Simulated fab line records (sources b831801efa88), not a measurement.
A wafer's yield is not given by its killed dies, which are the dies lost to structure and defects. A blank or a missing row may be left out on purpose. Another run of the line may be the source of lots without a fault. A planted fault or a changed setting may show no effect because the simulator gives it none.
fab line records | flow sky130
record: lots: 11 | wafers: 33 | last_day: 49
route steps=708 shown LOCAL_INTERCONNECT@402 CONTACT@406 VIA1@479 PAD_OPEN@708
lots that met no fault: taken from a fault-free run of the same line
start_h: hours from the record's opening day to when the first of the lot's shown wafers began | wait_h: hours elapsed since this lot's preceding step | " identical to the entry in the row above | L1.1+2: several wafers, shown together as one row | - no value present, or no start provided | * or withheld: withheld | < > ~ a bound
route shown NAME@n: names a module that has steps shown in the file, with the first one's number in the route | usual: the fault-free wafers' mean and standard deviation | same: alike in all rows | chamber/n: place in a boat | sites: per-site readings | _std_site: the standard deviation of these | _edge_site: outer sites' mean less inner sites' | radius_mm: how far each site lies from the wafer's centre | mask NAME#n: copy n | behind: the most recent tool/chamber to have shaped the wafer | hold: what put the lot on hold/how long, in hours/how the hold closed | device: names the non-switching transistor (n, p or np) | end of line: the tests these same wafers got at the end of their route | a step given without rows: its recipe and nothing more | killed: at the first sort, the dies lost to defects and structure; wafer yield is something else | map: per-die view of a wafer (x killed, . not killed, _ where there is no die)
set.NAME: the setting as run; set.NAME@STEP: as run at that earlier step | model.NAME: the simulator's own value behind a step, which no gauge read
route steps across a sampled set of lots; one table per step, one row per wafer
services: the hour from which a tool's chamber was out of use, counted from the record's first day as start_h (under 0 if before that day), plus the number of hours and why
== steps ==
step: SKY_LOCAL_INTERCONNECT_STRIP_15
recipe: chemistry: O2/N2 | power_w: 1400 | pressure_mtorr: 1500 | platen_temp_c: withheld | o2_flow_sccm: 3000 | n2_flow_sccm: 300 | overash_fraction: 0.5
usual: drypump_motor_current_A: 6.2/0.45 | oes_product_au: 0.427/0.0045 | strip_time_to_endpoint_s: 4.730/0.022
lot.wafer | tool            | chamber | start_h | wait_h | drypump_motor_current_A | oes_product_au | rf_hours_counter_h | strip_time_to_endpoint_s
L296.2    | plasma_asher-02 | 1       | 734.71  | 0.0    | 6.9                     | 0.427          | 30                 | 4.742
L296.3    | "               | 1       | "       | "      | 6.8                     | 0.435          | -                  | 4.751
L296.5    | "               | 1       | "       | "      | 6.9                     | 0.431          | -                  | 4.756
L298.2    | plasma_asher-04 | 0       | 737.77  | 0.0    | 5.7                     | 0.428          | 94                 | 4.784
L298.3    | "               | 1       | "       | "      | 6.5                     | 0.420          | -                  | 4.746
L298.5    | "               | 1       | "       | "      | 6.6                     | 0.427          | -                  | 4.745
L302.1    | plasma_asher-01 | 1       | 764.21  | 0.0    | 5.6                     | 0.427          | 1                  | 4.735
L302.2    | "               | 0       | "       | "      | 6.1                     | 0.431          | 1                  | 4.733
L302.3    | "               | 0       | "       | "      | 6.2                     | 0.429          | -                  | 4.699
L303.2    | plasma_asher-02 | 0       | 764.36  | 0.0    | 6.1                     | 0.431          | 34                 | 4.743
L303.3    | "               | 1       | "       | "      | 6.8                     | 0.427          | -                  | 4.722
L303.4    | "               | 0       | "       | "      | 6.1                     | 0.428          | -                  | 4.732
L304.1    | plasma_asher-04 | 0       | 770.97  | 0.0    | 5.7                     | 0.426          | 98                 | 4.721
L304.2    | "               | 1       | "       | "      | 6.6                     | 0.425          | 98                 | 4.743
L304.5    | "               | 0       | "       | "      | 5.7                     | 0.431          | -                  | 4.763
L308.1    | plasma_asher-01 | 0       | 800.36  | 0.0    | 6.1                     | 0.423          | 5                  | 4.760
L308.2    | "               | 1       | "       | "      | 5.6                     | 0.429          | 5                  | 4.749
L308.6    | "               | 0       | "       | "      | 6.1                     | 0.430          | -                  | 4.761
L309.1    | plasma_asher-01 | 1       | 800.92  | 0.0    | 5.6                     | 0.432          | 5                  | 4.737
L309.2    | "               | 0       | "       | "      | 6.1                     | 0.424          | 5                  | 4.729
L309.5    | "               | 0       | "       | "      | 6.1                     | 0.427          | -                  | 4.706
L310.1    | plasma_asher-02 | 0       | 808.42  | 0.0    | 6.0                     | 0.426          | 38                 | 4.727
L310.3    | "               | 0       | "       | "      | 6.0                     | 0.423          | -                  | 4.730
L310.6    | "               | 1       | "       | "      | 6.8                     | 0.434          | -                  | 4.745
L311.3    | plasma_asher-04 | 0       | 816.15  | 0.1    | 5.7                     | 0.427          | -                  | 4.728
L311.5    | "               | 0       | "       | "      | 5.7                     | 0.423          | -                  | 4.735
L311.6    | "               | 1       | "       | "      | 6.6                     | 0.427          | -                  | 4.726
L313.1    | plasma_asher-01 | 0       | 837.61  | 0.0    | 6.1                     | 0.430          | 9                  | 4.740
L313.4    | "               | 0       | "       | "      | 6.1                     | 0.427          | -                  | 4.704
L313.5    | "               | 1       | "       | "      | 5.6                     | 0.426          | -                  | 4.708
L316.1    | plasma_asher-02 | 1       | 862.11  | 0.0    | 6.8                     | 0.424          | 43                 | 4.705
L316.2    | "               | 0       | "       | "      | 6.1                     | 0.421          | 43                 | 4.709
L316.6    | "               | 1       | "       | "      | 6.8                     | 0.418          | -                  | 4.700
step: SKY_CONTACT_CVD_00
recipe: material: Si3N4 | target_thk_nm: 75 | temp_c: 400 | time_s: withheld | rf_w: 450
usual: heater_power_w: 699/76 | rf_fwd_power_W: 445.1/1.9
lot.wafer | tool     | chamber | start_h | wait_h | heater_power_w | rf_fwd_power_W
L296.2    | pecvd-04 | 2       | 735.31  | 0.0    | 556            | 442.4
L296.3    | "        | 0       | "       | "      | 779            | 448.1
L296.5    | "        | 0       | "       | "      | 763            | 448.6
L298.2    | pecvd-01 | 0       | 738.36  | 0.0    | 752            | 443.3
L298.3    | "        | 2       | "       | "      | 655            | 444.1
L298.5    | "        | 0       | "       | "      | 766            | 441.6
L302.1    | pecvd-01 | 1       | 764.83  | 0.0    | 800            | 445.2
L302.2    | "        | 0       | "       | "      | 768            | 441.6
L302.3    | "        | 2       | "       | "      | 615            | 443.9
L303.2    | pecvd-02 | 1       | 765.00  | 0.0    | 638            | 442.8
L303.3    | "        | 0       | "       | "      | 790            | 446.0
L303.4    | "        | 2       | "       | "      | 602            | 444.1
L304.1    | pecvd-01 | 2       | 771.57  | 0.0    | 616            | 445.4
L304.2    | "        | 1       | "       | "      | 686            | 444.0
L304.5    | "        | 0       | "       | "      | 827            | 445.2
L308.1    | pecvd-04 | 0       | 801.00  | 0.0    | 710            | 445.3
L308.2    | "        | 1       | "       | "      | 668            | 446.3
L308.6    | "        | 0       | "       | "      | 712            | 446.3
L309.1    | pecvd-01 | 0       | 801.56  | 0.0    | 809            | 442.1
L309.2    | "        | 1       | "       | "      | 783            | 445.8
L309.5    | "        | 1       | "       | "      | 790            | 445.6
L310.1    | pecvd-04 | 2       | 809.09  | 0.0    | 688            | 444.0
L310.3    | "        | 1       | "       | "      | 753            | 444.5
L310.6    | "        | 0       | "       | "      | 726            | 445.3
L311.3    | pecvd-01 | 1       | 816.74  | 0.0    | 669            | 446.9
L311.5    | "        | 1       | "       | "      | 670            | 445.9
L311.6    | "        | 0       | "       | "      | 774            | 442.5
L313.1    | pecvd-02 | 2       | 838.21  | 0.0    | 626            | 444.3
L313.4    | "        | 2       | "       | "      | 642            | 444.6
L313.5    | "        | 1       | "       | "      | 638            | 445.3
L316.1    | pecvd-01 | 2       | 862.71  | 0.0    | 652            | 446.2
L316.2    | "        | 1       | "       | "      | 751            | 447.1
L316.6    | "        | 2       | "       | "      | 655            | 444.6
step: SKY_CONTACT_BOW_MEAS_05
recipe: mode: bow
usual: CONTACT_BOW: 80/6.9
lot.wafer | tool          | chamber | start_h | wait_h | CONTACT_BOW[um]
L296.2    | film_metro-02 | -       | 735.85  | 0.2    | 76
L296.3    | "             | -       | "       | "      | 90
L296.5    | "             | -       | "       | "      | 74
L298.2    | film_metro-04 | -       | 739.00  | 0.1    | 85
L298.3    | "             | -       | "       | "      | 83
L298.5    | "             | -       | "       | "      | 67
L302.1    | film_metro-02 | -       | 765.36  | 0.2    | 77
L302.2    | "             | -       | "       | "      | 77
L302.3    | "             | -       | "       | "      | 81
L303.2    | film_metro-04 | -       | 765.68  | 0.3    | 94
L303.3    | "             | -       | "       | "      | 76
L303.4    | "             | -       | "       | "      | 79
L304.1    | film_metro-01 | -       | 772.10  | 0.2    | 87
L304.2    | "             | -       | "       | "      | 92
L304.5    | "             | -       | "       | "      | 86
L308.1    | film_metro-02 | -       | 801.52  | 0.2    | 81
L308.2    | "             | -       | "       | "      | 77
L308.6    | "             | -       | "       | "      | 77
L309.1    | film_metro-04 | -       | 802.16  | 0.2    | 72
L309.2    | "             | -       | "       | "      | 75
L309.5    | "             | -       | "       | "      | 83
L310.1    | film_metro-02 | -       | 809.61  | 0.2    | 80
L310.3    | "             | -       | "       | "      | 84
L310.6    | "             | -       | "       | "      | 89
L311.3    | film_metro-02 | -       | 817.31  | 0.2    | 66
L311.5    | "             | -       | "       | "      | 86
L311.6    | "             | -       | "       | "      | 72
L313.1    | film_metro-04 | -       | 838.73  | 0.1    | 75
L313.4    | "             | -       | "       | "      | 83
L313.5    | "             | -       | "       | "      | 87
L316.1    | film_metro-02 | -       | 863.23  | 0.1    | 64
L316.2    | "             | -       | "       | "      | 79
L316.6    | "             | -       | "       | "      | 71
step: SKY_VIA1_CVD_21
recipe: material: W | target_thk_nm: 270 | time_s: 80.902 | temp_c: 400 | pressure_torr: 40
usual: chamber_pressure_Torr: 40.01/0.095 | heater_power_w: 874/45
lot.wafer | tool     | chamber | start_h | wait_h | chamber_pressure_Torr | heater_power_w
L296.2    | cvd_w-01 | 1       | 819.99  | 0.0    | 40.15                 | 907
L296.3    | "        | 1       | "       | "      | 40.06                 | 871
L296.5    | "        | 0       | "       | "      | 39.98                 | 892
L298.2    | cvd_w-02 | 1       | 823.05  | 0.0    | 40.08                 | 828
L298.3    | "        | 1       | "       | "      | 39.99                 | 842
L298.5    | "        | 0       | "       | "      | 39.90                 | 934
L302.1    | cvd_w-01 | 1       | 847.30  | 0.0    | 40.00                 | 902
L302.2    | "        | 0       | "       | "      | 40.14                 | 894
L302.3    | "        | 1       | "       | "      | 40.03                 | 902
L303.2    | cvd_w-02 | 0       | 850.30  | 0.0    | 40.08                 | 931
L303.3    | "        | 0       | "       | "      | 40.08                 | 907
L303.4    | "        | 1       | "       | "      | 39.93                 | 833
L304.1    | cvd_w-02 | 0       | 855.59  | 0.0    | 39.80                 | 939
L304.2    | "        | 1       | "       | "      | 40.06                 | 834
L304.5    | "        | 0       | "       | "      | 39.93                 | 916
L308.1    | cvd_w-02 | 0       | 884.00  | 0.0    | 39.96                 | 912
L308.2    | "        | 1       | "       | "      | 39.98                 | 826
L308.6    | "        | 1       | "       | "      | 40.00                 | 821
L309.1    | cvd_w-01 | 0       | 884.90  | 0.0    | 65.80                 | 883
L309.2    | "        | 1       | "       | "      | 65.77                 | 898
L309.5    | "        | 1       | "       | "      | 65.78                 | 913
L310.1    | cvd_w-01 | 1       | 891.46  | 0.0    | 65.73                 | 902
L310.3    | "        | 0       | "       | "      | 65.77                 | 874
L310.6    | "        | 0       | "       | "      | 65.78                 | 870
L311.3    | cvd_w-02 | 1       | 898.12  | 0.1    | 40.07                 | 818
L311.5    | "        | 1       | "       | "      | 39.93                 | 825
L311.6    | "        | 0       | "       | "      | 40.00                 | 935
L313.1    | cvd_w-02 | 0       | 918.99  | 0.0    | 39.96                 | 868
L313.4    | "        | 1       | "       | "      | 40.01                 | 769
L313.5    | "        | 0       | "       | "      | 39.98                 | 882
L316.1    | cvd_w-02 | 0       | 941.67  | 0.0    | 39.91                 | 880
L316.2    | "        | 1       | "       | "      | 39.84                 | 758
L316.6    | "        | 1       | "       | "      | 39.93                 | 749
step: SKY_VIA1_RS_MEAS_22
recipe: thk_meas_gauge: four-point-probe | reads: W_of_VIA1_CVD_21+TiN_of_VIA1_SPUTTER_20
usual: VIA1_W_RS: 0.426/0.0051
lot.wafer | tool          | chamber | start_h | wait_h | VIA1_W_RS[ohm/sq]
L296.2    | film_metro-01 | -       | 820.11  | 0.1    | 0.421
L296.3    | "             | -       | "       | "      | 0.420
L296.5    | "             | -       | "       | "      | 0.432
L298.2    | film_metro-03 | -       | 823.16  | 0.1    | 0.433
L298.3    | "             | -       | "       | "      | 0.429
L298.5    | "             | -       | "       | "      | 0.435
L302.1    | film_metro-03 | -       | 847.39  | 0.1    | 0.418
L302.2    | "             | -       | "       | "      | 0.429
L302.3    | "             | -       | "       | "      | 0.416
L303.2    | film_metro-03 | -       | 850.41  | 0.1    | 0.429
L303.3    | "             | -       | "       | "      | 0.431
L303.4    | "             | -       | "       | "      | 0.430
L304.1    | film_metro-04 | -       | 855.68  | 0.1    | 0.426
L304.2    | "             | -       | "       | "      | 0.429
L304.5    | "             | -       | "       | "      | 0.432
L308.1    | film_metro-01 | -       | 884.09  | 0.1    | 0.429
L308.2    | "             | -       | "       | "      | 0.429
L308.6    | "             | -       | "       | "      | 0.428
L309.1    | film_metro-01 | -       | 884.99  | 0.1    | 0.331
L309.2    | "             | -       | "       | "      | 0.326
L309.5    | "             | -       | "       | "      | 0.325
L310.1    | film_metro-03 | -       | 891.55  | 0.1    | 0.326
L310.3    | "             | -       | "       | "      | 0.335
L310.6    | "             | -       | "       | "      | 0.332
L311.3    | film_metro-04 | -       | 898.22  | 0.1    | 0.424
L311.5    | "             | -       | "       | "      | 0.427
L311.6    | "             | -       | "       | "      | 0.433
L313.1    | film_metro-04 | -       | 919.08  | 0.1    | 0.428
L313.4    | "             | -       | "       | "      | 0.422
L313.5    | "             | -       | "       | "      | 0.428
L316.1    | film_metro-01 | -       | 941.76  | 0.1    | 0.427
L316.2    | "             | -       | "       | "      | 0.424
L316.6    | "             | -       | "       | "      | 0.418
step: SKY_VIA1_THK_MEAS_23
recipe: thk_meas_gauge: xrf | reads: W_of_VIA1_CVD_21
usual: VIA1_W_THK: 279/4
lot.wafer | tool          | chamber | start_h | wait_h | VIA1_W_THK[nm]
L296.2    | film_metro-01 | -       | 820.22  | 0.1    | 282
L296.3    | "             | -       | "       | "      | 282
L296.5    | "             | -       | "       | "      | 277
L298.2    | film_metro-03 | -       | 823.27  | 0.1    | 277
L298.3    | "             | -       | "       | "      | 280
L298.5    | "             | -       | "       | "      | 277
L302.1    | film_metro-03 | -       | 847.51  | 0.1    | 289
L302.2    | "             | -       | "       | "      | 281
L302.3    | "             | -       | "       | "      | 290
L303.2    | film_metro-03 | -       | 850.52  | 0.1    | 281
L303.3    | "             | -       | "       | "      | 279
L303.4    | "             | -       | "       | "      | 281
L304.1    | film_metro-04 | -       | 855.80  | 0.1    | 275
L304.2    | "             | -       | "       | "      | 276
L304.5    | "             | -       | "       | "      | 272
L308.1    | film_metro-01 | -       | 884.21  | 0.1    | 277
L308.2    | "             | -       | "       | "      | 278
L308.6    | "             | -       | "       | "      | 279
L309.1    | film_metro-01 | -       | 885.11  | 0.1    | 360
L309.2    | "             | -       | "       | "      | 365
L309.5    | "             | -       | "       | "      | 369
L310.1    | film_metro-03 | -       | 891.67  | 0.1    | 371
L310.3    | "             | -       | "       | "      | 359
L310.6    | "             | -       | "       | "      | 363
L311.3    | film_metro-04 | -       | 898.32  | 0.1    | 278
L311.5    | "             | -       | "       | "      | 277
L311.6    | "             | -       | "       | "      | 272
L313.1    | film_metro-04 | -       | 919.20  | 0.1    | 277
L313.4    | "             | -       | "       | "      | 282
L313.5    | "             | -       | "       | "      | 276
L316.1    | film_metro-01 | -       | 941.88  | 0.1    | 275
L316.2    | "             | -       | "       | "      | 277
L316.6    | "             | -       | "       | "      | 281
step: SKY_VIA1_CMP_24
recipe: stop_on: SiO2 | t_overpolish_s: 15 | down_force_psi: 3.5 | platen_rpm: 60 | target_thk_nm: 0 | pad_velocity_m_s: 0.94248
usual: motor_current_A: 10.8/0.62 | time_to_endpoint_s: 65.2/2.2
lot.wafer | tool   | chamber | start_h | wait_h | motor_current_A | time_to_endpoint_s
L296.2    | cmp-01 | 2       | 820.37  | 0.1    | 11.0            | 67.8
L296.3    | "      | 3       | "       | "      | 10.1            | 69.9
L296.5    | "      | 0       | "       | "      | 10.4            | 69.1
L298.2    | cmp-01 | 1       | 823.32  | 0.0    | 11.4            | 60.1
L298.3    | "      | 0       | "       | "      | 11.4            | 68.8
L298.5    | "      | 1       | "       | "      | 10.7            | 65.5
L302.1    | cmp-02 | 0       | 847.57  | 0.1    | 10.5            | 64.8
L302.3    | "      | 1       | "       | "      | 11.8            | 65.4
L302.2    | "      | 3       | "       | "      | 10.3            | 66.8
L303.3    | cmp-02 | 0       | 850.57  | 0.0    | 10.8            | 68.0
L303.4    | "      | 2       | "       | "      | 9.9             | 65.5
L303.2    | "      | 3       | "       | "      | 10.4            | 65.6
L304.2    | cmp-02 | 3       | 855.86  | 0.0    | 10.2            | 66.1
L304.1    | "      | 2       | "       | "      | 9.9             | 68.5
L304.5    | "      | 3       | "       | "      | 10.4            | 67.3
L308.2    | cmp-01 | 2       | 884.32  | 0.1    | 10.8            | 65.6
L308.1    | "      | 0       | "       | "      | 11.0            | 66.4
L308.6    | "      | 1       | "       | "      | 10.3            | 64.1
L309.1    | cmp-02 | 1       | 885.33  | 0.2    | 12.1            | 79.4
L309.2    | "      | 3       | "       | "      | 10.3            | 87.6
L309.5    | "      | 2       | "       | "      | 10.1            | 90.3
L310.3    | cmp-01 | 3       | 891.83  | 0.1    | 10.0            | 81.1
L310.1    | "      | 0       | "       | "      | 11.3            | 84.9
L310.6    | "      | 3       | "       | "      | 9.7             | 79.4
L311.3    | cmp-01 | 1       | 898.41  | 0.1    | 10.8            | 64.0
L311.5    | "      | 0       | "       | "      | 11.0            | 63.2
L311.6    | "      | 1       | "       | "      | 10.6            | 61.7
L313.4    | cmp-01 | 3       | 919.38  | 0.1    | 9.8             | 66.2
L313.1    | "      | 2       | "       | "      | 10.4            | 67.3
L313.5    | "      | 0       | "       | "      | 11.3            | 67.1
L316.2    | cmp-02 | 1       | 941.94  | 0.0    | 12.0            | 61.6
L316.1    | "      | 3       | "       | "      | 10.6            | 63.9
L316.6    | "      | 1       | "       | "      | 11.4            | 61.8
step: SKY_PAD_OPEN_PROBE_99
usual: killed_at_M0_to_M3: 44/7.4 | killed_at_M4_up: 3.0/1.6 | killed_at_contacts: 24/5 | killed_at_front_end: 15/4.6 | killed_at_other: 0.4/0.65 | killed_dies: 86/9.6 | killed_open: 48/7.4 | killed_short: 38/6.9
same: gross_dies: 492 | killed_at_back_side: 0
lot.wafer | tool      | chamber | start_h | wait_h | killed_at_M0_to_M3 | killed_at_M4_up | killed_at_contacts | killed_at_front_end | killed_at_other | killed_dies | killed_open | killed_short
L309.1    | prober-02 | -       | 1146.27 | 0.1    | 28                 | 2               | 23                 | 13                  | 0               | 66          | 37          | 29
L309.2    | prober-02 | -       | 1146.32 | 0.1    | 36                 | 4               | 32                 | 11                  | 0               | 83          | 49          | 34
L309.5    | prober-02 | -       | 1146.47 | 0.2    | 42                 | 4               | 27                 | 22                  | 0               | 95          | 52          | 43
killed by level:class
L309.1 LI_CONTACT:geometric_particle:open=10 VIA1:geometric_particle:open=6 CONTACT:geometric_particle:open=5 FIELD_ISO:geometric_particle:short=4 CONTACT:geometric_particle:short=4 METAL1:geometric_particle:short=4 METAL2:geometric_particle:short=4 VIA2:geometric_particle:open=4
L309.2 LI_CONTACT:geometric_particle:open=12 CONTACT:geometric_particle:short=8 CONTACT:geometric_particle:open=7 METAL1:geometric_particle:short=7 VIA2:geometric_particle:open=7 VIA1:geometric_particle:open=6 VIA3:geometric_particle:open=5 FIELD_ISO:geometric_particle:short=3
L309.5 CONTACT:geometric_particle:open=9 VIA1:geometric_particle:open=9 POLY_GATE:geometric_particle:open=7 LI_CONTACT:geometric_particle:open=7 VIA1:geometric_particle:short=7 METAL1:geometric_particle:short=6 LOCAL_INTERCONNECT:geometric_particle:short=6 FIELD_ISO:geometric_particle:short=5
== services ==
tool            | chamber | start_h | hours | kind
plasma_asher-01 | -       | 720.95  | 18.0  | pm
cmp-02          | -       | 735.56  | 4.7   | pm
cvd_w-02        | -       | 740.36  | 0.8   | repair
cmp-02          | -       | 744.26  | 4.0   | pm
cmp-02          | -       | 748.26  | 15.7  | pm
cmp-02          | -       | 777.14  | 1.3   | repair
pecvd-01        | 2       | 789.29  | 12.8  | repair
cmp-01          | -       | 800.70  | 3.1   | repair
cmp-02          | -       | 805.14  | 1.0   | repair
cmp-01          | -       | 808.97  | 1.9   | repair
cmp-02          | -       | 820.91  | 2.7   | repair
cvd_w-02        | -       | 828.72  | 0.8   | repair
cmp-01          | -       | 829.99  | 4.0   | pm
cmp-01          | -       | 842.75  | 0.4   | repair
pecvd-01        | -       | 858.83  | 1.5   | repair
cmp-01          | -       | 873.79  | 9.9   | pm
cmp-02          | -       | 889.75  | 6.3   | pm
cmp-02          | -       | 897.26  | 3.0   | repair
cmp-01          | -       | 903.37  | 2.6   | repair
cvd_w-02        | -       | 904.00  | 14.0  | pm
cmp-02          | -       | 905.59  | 1.4   | repair
cmp-01          | -       | 912.17  | 4.0   | pm
cmp-02          | -       | 917.61  | 5.5   | repair
cmp-02          | -       | 931.48  | 0.6   | repair
== key ==
first_sign: step: SKY_VIA1_CVD_21 | reading: chamber_pressure_Torr | direction: up | sigmas: 99+ | usual: 40.01 | struck: 65.77
effect: step: SKY_VIA1_RS_MEAS_22 | reading: VIA1_W_RS | direction: down | sigmas: 19 | usual: 0.426 | struck: 0.329
effect: step: SKY_VIA1_THK_MEAS_23 | reading: VIA1_W_THK | direction: up | sigmas: 21 | usual: 279 | struck: 365
effect: step: SKY_VIA1_CMP_24 | reading: time_to_endpoint_s | direction: up | sigmas: 8.3 | usual: * | struck: *
met_at SKY_VIA1_CVD_21
struck_lots L309,L310
tester_left_out L309
not_acting_at SKY_LOCAL_INTERCONNECT_STRIP_15,SKY_CONTACT_CVD_00,SKY_CONTACT_BOW_MEAS_05
onset_between 847.30 884.90
earlier_fault: kind: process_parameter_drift | tool: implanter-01 | chamber: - | onset_h: 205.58 | steps: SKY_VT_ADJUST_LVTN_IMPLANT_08 | channel: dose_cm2 | offset: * | shape: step | end_h: 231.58 | acts_in: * | stated: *
fault: kind: process_parameter_drift | tool: cvd_w-01 | chamber: - | onset_h: 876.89 | steps: SKY_VIA1_CVD_21 | channel: pressure_torr | offset: 25.781 | shape: step | end_h: 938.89 | acts_in: these_recipes_only | stated: 40
tester_left_out: of these lots the tester's yield and bins aren't shown, on N5 and GAA mostly nor the transistor test; their killed dies are dies lost to structure and defects alone, not to doping, threshold or leakage, so they don't give the yield
